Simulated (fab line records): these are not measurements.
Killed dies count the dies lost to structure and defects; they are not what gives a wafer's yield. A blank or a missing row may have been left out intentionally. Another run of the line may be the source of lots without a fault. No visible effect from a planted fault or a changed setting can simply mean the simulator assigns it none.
fab line records    flow sky130
record: lots: 7  wafers: 21  last_day: 51
route steps=708 shown SD_P@328 RES_XHIGH@332 SD_N@342
lots with no fault: from the same line, run without faults
start_h: start of the lot's first displayed wafer, in hours after the record's first day    wait_h: time in hours since the lot's previous step    " unchanged from the row above    L1.1+2: a row that stands for several wafers    - no value present, or no start provided    * or withheld: withheld    < > ~ a bound
route shown NAME@n: a module of which the file shows steps, and the number in the route of the first    usual: mean/standard deviation taken from wafers without a fault    same: alike in all rows    chamber/n: place in a boat    sites: the reading at each site    _std_site: how widely they spread, as a standard deviation    _edge_site: the outer-site mean with the inner-site mean subtracted    radius_mm: how far each site lies from the wafer's centre    mask NAME#n: copy n    behind: tool/chamber where the wafer was last shaped    hold: what put the lot on hold/how long, in hours/how the hold closed    device: which transistor (n, p or np) failed to switch    end of line: at the end of the route, the tests of the same wafers    where a step has no rows: the recipe by itself    killed: dies that structure and defects cost at the first sort, which is not the same as the wafer's yield    map: the dies of a wafer, with x for killed, . for not killed, _ for no die there
set.NAME: setting as actually run; set.NAME@STEP: the setting as run at that earlier step    model.NAME: the simulator's own value behind a step, which no gauge read
lots at selected steps of the route; one table per step, one row per wafer
services: when a tool's chamber went out of use (start_h, in hours from the record's first day, below 0 if earlier), for how many hours, and the reason
== steps ==
step: SKY_SD_P_OVL_MEAS_08
usual: SD_P_OVL: -1.2/1.4
lot.wafer  tool        chamber  start_h  wait_h  SD_P_OVL[nm]
L607.3     overlay-01  -        606.05   0.1     -0.9
L607.4     "           -        "        "       -0.2
L607.5     "           -        "        "       0.2
L624.2     overlay-01  -        732.62   0.1     0.3
L624.3     "           -        "        "       0.8
L624.6     "           -        "        "       0.5
L625.1     overlay-01  -        740.11   0.1     1.0
L625.3     "           -        "        "       -1.4
L625.4     "           -        "        "       0.2
L626.3     overlay-02  -        747.35   0.1     -2.3
L626.5     "           -        "        "       -0.9
L626.6     "           -        "        "       -1.8
L628.1     overlay-02  -        760.56   0.1     -1.8
L628.2     "           -        "        "       -4.0
L628.6     "           -        "        "       -1.2
L629.3     overlay-01  -        764.07   0.1     0.0
L629.5     "           -        "        "       0.9
L629.6     "           -        "        "       -1.7
L630.1     overlay-01  -        777.76   0.1     0.2
L630.2     "           -        "        "       -2.1
L630.3     "           -        "        "       1.3
step: SKY_SD_P_IMPLANT_09
recipe: species: BF2  energy_kev: 20  dose_cm2: 3e+15  tilt_deg: 0
step: SKY_SD_P_STRIP_10
recipe: chemistry: O2/N2  power_w: 1400  pressure_mtorr: 1500  platen_temp_c: withheld  o2_flow_sccm: 3000  n2_flow_sccm: 300  overash_fraction: 0.5
usual: chamber_pressure_mTorr: 1499.9/1.3  drypump_motor_current_A: 5.59/0.29  n2_flow_sccm: 299.8/1  oes_product_au: 0.618/0.0044  strip_time_to_endpoint_s: 17.52/0.041
lot.wafer  tool             chamber  start_h  wait_h  chamber_pressure_mTorr  drypump_motor_current_A  n2_flow_sccm  oes_product_au  rf_hours_counter_h  strip_time_to_endpoint_s
L607.3     plasma_asher-03  1        606.25   0.1     1499.7                  5.24                     298.4         0.618           -                   17.57
L607.4     "                0        "        "       1500.5                  5.30                     299.7         0.622           -                   17.54
L607.5     "                0        "        "       1501.1                  5.32                     300.6         0.620           -                   17.53
L624.2     plasma_asher-04  1        732.80   0.1     1501.8                  5.86                     299.6         0.611           31                  17.52
L624.3     "                0        "        "       1498.6                  5.92                     299.3         0.617           -                   17.51
L624.6     "                0        "        "       1499.0                  5.91                     299.4         0.614           -                   17.53
L625.1     plasma_asher-04  1        740.29   0.1     1498.7                  5.85                     299.8         0.615           32                  17.54
L625.3     "                1        "        "       1500.4                  5.86                     298.6         0.609           -                   17.53
L625.4     "                0        "        "       1500.9                  5.90                     299.7         0.615           -                   17.49
L626.3     plasma_asher-04  1        747.55   0.1     1499.9                  5.86                     302.1         0.619           -                   17.51
L626.5     "                0        "        "       1503.4                  5.91                     299.7         0.619           -                   17.45
L626.6     "                1        "        "       1499.7                  5.90                     301.5         0.619           -                   17.50
L628.1     plasma_asher-04  1        760.74   0.1     1498.7                  5.85                     298.3         0.621           34                  17.51
L628.2     "                0        "        "       1499.9                  5.89                     299.9         0.619           34                  17.48
L628.6     "                1        "        "       1501.4                  5.86                     299.3         0.625           -                   17.48
L629.3     plasma_asher-02  1        764.28   0.1     1500.2                  5.93                     299.8         0.615           -                   17.55
L629.5     "                0        "        "       1498.9                  5.68                     299.8         0.618           -                   17.55
L629.6     "                1        "        "       1501.4                  5.93                     299.4         0.615           -                   17.58
L630.1     plasma_asher-03  0        777.94   0.1     1498.4                  5.31                     299.2         0.624           96                  17.52
L630.2     "                1        "        "       1500.5                  5.27                     299.3         0.620           96                  17.49
L630.3     "                0        "        "       1498.8                  5.34                     301.0         0.624           -                   17.51
step: SKY_SD_P_TW_MEAS_11
usual: SD_P_TW: 2804/24
lot.wafer  tool           chamber  start_h  wait_h  SD_P_TW
L607.3     film_metro-03  -        606.34   0.1     2775
L607.4     "              -        "        "       2766
L607.5     "              -        "        "       2794
L624.2     film_metro-03  -        732.91   0.1     2771
L624.3     "              -        "        "       2777
L624.6     "              -        "        "       2782
L625.1     film_metro-03  -        740.39   0.1     2777
L625.3     "              -        "        "       2771
L625.4     "              -        "        "       2793
L626.3     film_metro-03  -        747.64   0.1     2804
L626.5     "              -        "        "       2809
L626.6     "              -        "        "       2802
L628.1     film_metro-03  -        760.84   0.1     2798
L628.2     "              -        "        "       2792
L628.6     "              -        "        "       2782
L629.3     film_metro-04  -        764.37   0.1     2831
L629.5     "              -        "        "       2842
L629.6     "              -        "        "       2846
L630.1     film_metro-02  -        778.04   0.1     2784
L630.2     "              -        "        "       2805
L630.3     "              -        "        "       2805
step: SKY_RES_XHIGH_DEHYDRATE_00
recipe: temp_c: 200  time_s: 60
step: SKY_RES_XHIGH_HMDS_01
recipe: prime_time_s: 60  prime_temp_c: 120
step: SKY_RES_XHIGH_COAT_02
recipe: resist: NOVOLAK  spin_rpm: 3000  resist_thk_nm: 1140
step: SKY_RES_XHIGH_SOFTBAKE_03
recipe: temp_c: 90  time_s: 60  resist: NOVOLAK
step: SKY_RES_XHIGH_EXPOSE_04
recipe: mask_id: URPM  na: 0.6  source_shape: conventional  sigma_outer: 0.6  polarization: unpolarized  target_cd_nm: 1270  dose_mj: 140
step: SKY_RES_XHIGH_PEB_05
recipe: temp_c: withheld  time_s: *  resist: NOVOLAK
step: SKY_RES_XHIGH_DEVELOP_06
recipe: resist: NOVOLAK  developer: TMAH  develop_time_s: 60  dev_temp_c: 23
step: SKY_RES_XHIGH_IMPLANT_07
recipe: species: BF2  energy_kev: 20  dose_cm2: 3.6e+14  tilt_deg: 0
step: SKY_RES_XHIGH_STRIP_08
recipe: chemistry: O2/N2  power_w: 1400  pressure_mtorr: 1500  platen_temp_c: withheld  o2_flow_sccm: 3000  n2_flow_sccm: 300  overash_fraction: 0.5
usual: chamber_pressure_mTorr: 1500.0/1.3  drypump_motor_current_A: 5.5/0.3  n2_flow_sccm: 299.9/0.82  oes_product_au: 0.711/0.005  strip_time_to_endpoint_s: 14.29/0.039
lot.wafer  tool             chamber  start_h  wait_h  chamber_pressure_mTorr  drypump_motor_current_A  n2_flow_sccm  oes_product_au  rf_hours_counter_h  strip_time_to_endpoint_s  model.NOVOLAK_of_RES_XHIGH_COAT_02.thk_nm
L607.3     plasma_asher-01  1        634.47   0.1     1501.2                  5.3                      300.5         0.706           -                   14.32                     0
L607.4     "                0        "        "       1502.1                  5.1                      300.4         0.711           -                   14.34                     0
L607.5     "                1        "        "       1499.3                  5.3                      300.6         0.715           -                   14.26                     0
L624.2     plasma_asher-03  0        760.89   0.1     -                       -                        -             -               -                   -                         1145
L624.3     "                1        "        "       -                       -                        -             -               -                   -                         1142
L624.6     "                1        "        "       -                       -                        -             -               -                   -                         1145
L625.1     plasma_asher-01  1        768.74   0.1     -                       -                        -             -               -                   -                         1141
L625.3     "                1        "        "       -                       -                        -             -               -                   -                         1140
L625.4     "                0        "        "       -                       -                        -             -               -                   -                         1140
L626.3     plasma_asher-04  1        775.12   0.1     -                       -                        -             -               -                   -                         1149
L626.5     "                1        "        "       -                       -                        -             -               -                   -                         1146
L626.6     "                0        "        "       -                       -                        -             -               -                   -                         1146
L628.1     plasma_asher-04  0        787.44   0.1     1500.2                  5.9                      299.8         0.712           37                  14.33                     0
L628.2     "                1        "        "       1500.5                  5.8                      300.8         0.707           37                  14.34                     0
L628.6     "                1        "        "       1497.3                  5.8                      300.2         0.707           -                   14.33                     0
L629.3     plasma_asher-04  0        791.72   0.1     1499.8                  5.9                      298.8         0.720           -                   14.30                     0
L629.5     "                1        "        "       1500.9                  5.9                      298.8         0.716           -                   14.27                     0
L629.6     "                0        "        "       1502.3                  5.9                      299.9         0.711           -                   14.31                     0
L630.1     plasma_asher-04  1        805.89   0.1     1497.9                  5.9                      300.1         0.709           38                  14.28                     0
L630.2     "                0        "        "       1498.1                  5.9                      300.4         0.708           38                  14.29                     0
L630.3     "                1        "        "       1499.6                  5.8                      299.4         0.702           -                   14.31                     0
step: SKY_RES_XHIGH_TW_MEAS_09
usual: RES_XHIGH_TW: 1627/15
lot.wafer  tool           chamber  start_h  wait_h  RES_XHIGH_TW
L607.3     film_metro-04  -        634.56   0.1     1646
L607.4     "              -        "        "       1647
L607.5     "              -        "        "       1645
L624.2     film_metro-02  -        761.00   0.1     1615
L624.3     "              -        "        "       1600
L624.6     "              -        "        "       1595
L625.1     film_metro-03  -        768.84   0.1     1616
L625.3     "              -        "        "       1626
L625.4     "              -        "        "       1614
L626.3     film_metro-03  -        775.21   0.1     1615
L626.5     "              -        "        "       1615
L626.6     "              -        "        "       1629
L628.1     film_metro-03  -        787.54   0.1     1625
L628.2     "              -        "        "       1626
L628.6     "              -        "        "       1617
L629.3     film_metro-02  -        791.81   0.1     1636
L629.5     "              -        "        "       1628
L629.6     "              -        "        "       1630
L630.1     film_metro-04  -        805.99   0.1     1645
L630.2     "              -        "        "       1644
L630.3     "              -        "        "       1649
step: SKY_SD_N_DEHYDRATE_00
recipe: temp_c: 200  time_s: 60
step: SKY_SD_N_HMDS_01
recipe: prime_time_s: 60  prime_temp_c: 120
step: SKY_SD_N_COAT_02
recipe: resist: NOVOLAK  spin_rpm: 3000  resist_thk_nm: 1140
step: SKY_SD_N_SOFTBAKE_03
recipe: temp_c: 90  time_s: 60  resist: NOVOLAK
step: SKY_SD_N_EXPOSE_04
recipe: mask_id: NSDM  na: 0.6  source_shape: conventional  sigma_outer: 0.6  polarization: unpolarized  target_cd_nm: 380  dose_mj: 141
step: SKY_SD_N_PEB_05
recipe: temp_c: withheld  time_s: *  resist: NOVOLAK
step: SKY_SD_N_DEVELOP_06
recipe: resist: NOVOLAK  developer: TMAH  develop_time_s: 60  dev_temp_c: 23
step: SKY_SD_N_CD_MEAS_07
recipe: target_cd_nm: 380
usual: cd_nm: 380.6/2
lot.wafer  tool       chamber  start_h  wait_h  cd_nm
L607.3     cd_sem-01  -        663.38   0.1     378.4
L607.4     "          -        "        "       380.9
L607.5     "          -        "        "       379.1
L624.2     cd_sem-01  -        788.16   0.1     379.4
L624.3     "          -        "        "       380.5
L624.6     "          -        "        "       382.2
L625.1     cd_sem-01  -        795.19   0.1     380.0
L625.3     "          -        "        "       381.4
L625.4     "          -        "        "       382.4
L626.3     cd_sem-01  -        802.78   0.1     380.6
L626.5     "          -        "        "       379.1
L626.6     "          -        "        "       383.1
L628.1     cd_sem-01  -        813.69   0.1     378.0
L628.2     "          -        "        "       378.9
L628.6     "          -        "        "       379.1
L629.3     cd_sem-02  -        818.78   0.1     382.8
L629.5     "          -        "        "       379.8
L629.6     "          -        "        "       383.9
L630.1     cd_sem-02  -        832.39   0.1     380.5
L630.2     "          -        "        "       383.0
L630.3     "          -        "        "       381.2
step: SKY_SD_N_OVL_MEAS_08
usual: SD_N_OVL: 1.0/1.5
lot.wafer  tool        chamber  start_h  wait_h  SD_N_OVL[nm]
L607.3     overlay-02  -        663.47   0.1     -0.4
L607.4     "           -        "        "       1.3
L607.5     "           -        "        "       0.2
L624.2     overlay-01  -        788.26   0.1     2.0
L624.3     "           -        "        "       1.0
L624.6     "           -        "        "       0.7
L625.1     overlay-01  -        795.31   0.1     1.2
L625.3     "           -        "        "       1.8
L625.4     "           -        "        "       2.9
L626.3     overlay-01  -        802.87   0.1     3.0
L626.5     "           -        "        "       3.0
L626.6     "           -        "        "       3.3
L628.1     overlay-01  -        813.81   0.1     -1.2
L628.2     "           -        "        "       1.1
L628.6     "           -        "        "       1.5
L629.3     overlay-01  -        818.87   0.1     2.7
L629.5     "           -        "        "       2.7
L629.6     "           -        "        "       1.2
L630.1     overlay-02  -        832.51   0.1     1.8
L630.2     "           -        "        "       2.7
L630.3     "           -        "        "       2.2
step: SKY_SD_N_IMPLANT_09
recipe: species: As  energy_kev: 50  dose_cm2: 4e+15  tilt_deg: 0
step: SKY_SD_N_IMPLANT_10
recipe: species: P  energy_kev: 20  dose_cm2: 1e+14  tilt_deg: 0
step: SKY_SD_N_STRIP_11
recipe: chemistry: O2/N2  power_w: 1400  pressure_mtorr: 1500  platen_temp_c: withheld  o2_flow_sccm: 3000  n2_flow_sccm: 300  overash_fraction: 0.5
usual: chamber_pressure_mTorr: 1499.9/1.4  drypump_motor_current_A: 5.44/0.28  n2_flow_sccm: 300.0/0.81  oes_product_au: 0.528/0.0039  strip_time_to_endpoint_s: 22.57/0.037
lot.wafer  tool             chamber  start_h  wait_h  chamber_pressure_mTorr  drypump_motor_current_A  n2_flow_sccm  oes_product_au  rf_hours_counter_h  strip_time_to_endpoint_s
L607.3     plasma_asher-02  1        663.83   0.1     1499.0                  5.89                     298.9         0.535           -                   22.57
L607.4     "                0        "        "       1497.4                  5.68                     298.5         0.530           -                   22.56
L607.5     "                1        "        "       1500.7                  5.91                     299.2         0.528           -                   22.58
L624.2     plasma_asher-01  0        788.59   0.1     1499.8                  5.14                     301.1         0.617           65                  39.58
L624.3     "                1        "        "       1502.1                  5.28                     299.5         0.612           -                   39.46
L624.6     "                0        "        "       1500.8                  5.09                     300.7         0.614           -                   39.53
L625.1     plasma_asher-03  1        795.64   0.1     1498.2                  5.28                     300.0         0.615           97                  39.49
L625.3     "                1        "        "       1500.4                  5.28                     298.6         0.616           -                   39.56
L625.4     "                0        "        "       1502.2                  5.31                     298.7         0.623           -                   39.52
L626.3     plasma_asher-01  0        803.23   0.1     1502.2                  5.09                     301.1         0.625           -                   39.60
L626.5     "                1        "        "       1498.9                  5.31                     301.0         0.616           -                   39.57
L626.6     "                0        "        "       1499.4                  5.12                     301.3         0.618           -                   39.57
L628.1     plasma_asher-01  0        814.14   0.1     1502.4                  5.11                     299.9         0.525           67                  22.56
L628.2     "                1        "        "       1500.2                  5.27                     299.2         0.530           67                  22.54
L628.6     "                1        "        "       1499.9                  5.29                     299.7         0.524           -                   22.58
L629.3     plasma_asher-03  1        819.23   0.1     1500.5                  5.29                     299.6         0.530           -                   22.63
L629.5     "                1        "        "       1499.4                  5.28                     300.2         0.527           -                   22.62
L629.6     "                0        "        "       1499.0                  5.31                     300.5         0.530           -                   22.58
L630.1     plasma_asher-01  0        832.85   0.1     1499.9                  5.13                     299.4         0.521           70                  22.52
L630.2     "                1        "        "       1501.5                  5.30                     301.1         0.520           70                  22.53
L630.3     "                1        "        "       1498.8                  5.30                     300.4         0.533           -                   22.57
step: SKY_SD_N_TW_MEAS_12
usual: SD_N_TW: 3951/36
lot.wafer  tool           chamber  start_h  wait_h  SD_N_TW
L607.3     film_metro-03  -        663.91   0.1     3944
L607.4     "              -        "        "       3922
L607.5     "              -        "        "       3944
L624.2     film_metro-03  -        788.70   0.1     30
L624.3     "              -        "        "       30
L624.6     "              -        "        "       29
L625.1     film_metro-03  -        795.74   0.1     29
L625.3     "              -        "        "       30
L625.4     "              -        "        "       29
L626.3     film_metro-02  -        803.31   0.1     30
L626.5     "              -        "        "       30
L626.6     "              -        "        "       29
L628.1     film_metro-02  -        814.24   0.1     3942
L628.2     "              -        "        "       3922
L628.6     "              -        "        "       3935
L629.3     film_metro-04  -        819.31   0.1     4012
L629.5     "              -        "        "       4018
L629.6     "              -        "        "       3985
L630.1     film_metro-04  -        832.95   0.1     3988
L630.2     "              -        "        "       3990
L630.3     "              -        "        "       3990
step: SKY_SD_N_CLEAN_13
recipe: chemistry: SC1/SC2  mix: 1:4:20  temp_c: 70  time_s: 150  dry: n2_spin
== services ==
tool             chamber  start_h  hours  kind
plasma_asher-04  -        657.61   13.8   repair
plasma_asher-01  -        670.74   1.9    repair
plasma_asher-01  -        674.67   3.6    repair
plasma_asher-03  -        678.87   4.3    pm
plasma_asher-02  -        698.95   0.7    repair
plasma_asher-01  -        715.12   14.0   repair
plasma_asher-02  -        733.75   9.0    pm
plasma_asher-02  0        733.75   9.0    vent_cycle
plasma_asher-02  1        733.75   9.0    vent_cycle
plasma_asher-02  0        742.75   -      clean
plasma_asher-02  1        742.75   -      clean
plasma_asher-04  -        824.86   14.6   pm
== key ==
first_sign: step: SKY_RES_XHIGH_STRIP_08  reading: tool_record  direction: missing
effect: step: SKY_SD_N_STRIP_11  reading: strip_time_to_endpoint_s  direction: up  sigmas: 99+  usual: *  struck: *
effect: step: SKY_SD_N_TW_MEAS_12  reading: SD_N_TW  direction: down  sigmas: 99+  usual: 3951  struck: 30
model_effect: step: SKY_RES_XHIGH_STRIP_08  value: NOVOLAK_of_RES_XHIGH_COAT_02.thk_nm  without: 0  struck: 1144
met_at SKY_RES_XHIGH_STRIP_08
struck_wafers L624.2,L624.3,L624.6,L625.1,L625.3,L625.4,L626.3,L626.5,L626.6
sort_left_out L624.2,L624.3,L624.6,L625.1,L625.3,L625.4,L626.3,L626.5,L626.6
tester_left_out L624,L625,L626
onset_between 634.47 760.89
fault: kind: skipped_step_whole  tool: plasma_asher-01,plasma_asher-03,plasma_asher-04  chamber: -  onset_h: 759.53  steps: SKY_RES_XHIGH_STRIP_08  scope: struck_lots_only
tester_left_out: of these lots the tester's yield and bins aren't shown, on N5 and GAA mostly nor the transistor test; their killed dies are dies lost to structure and defects alone, not to doping, threshold or leakage, so they don't give the yield
sort_left_out: the simulated sort isn't trusted on such a fault, so these wafers' sort isn't shown, and their yield isn't known
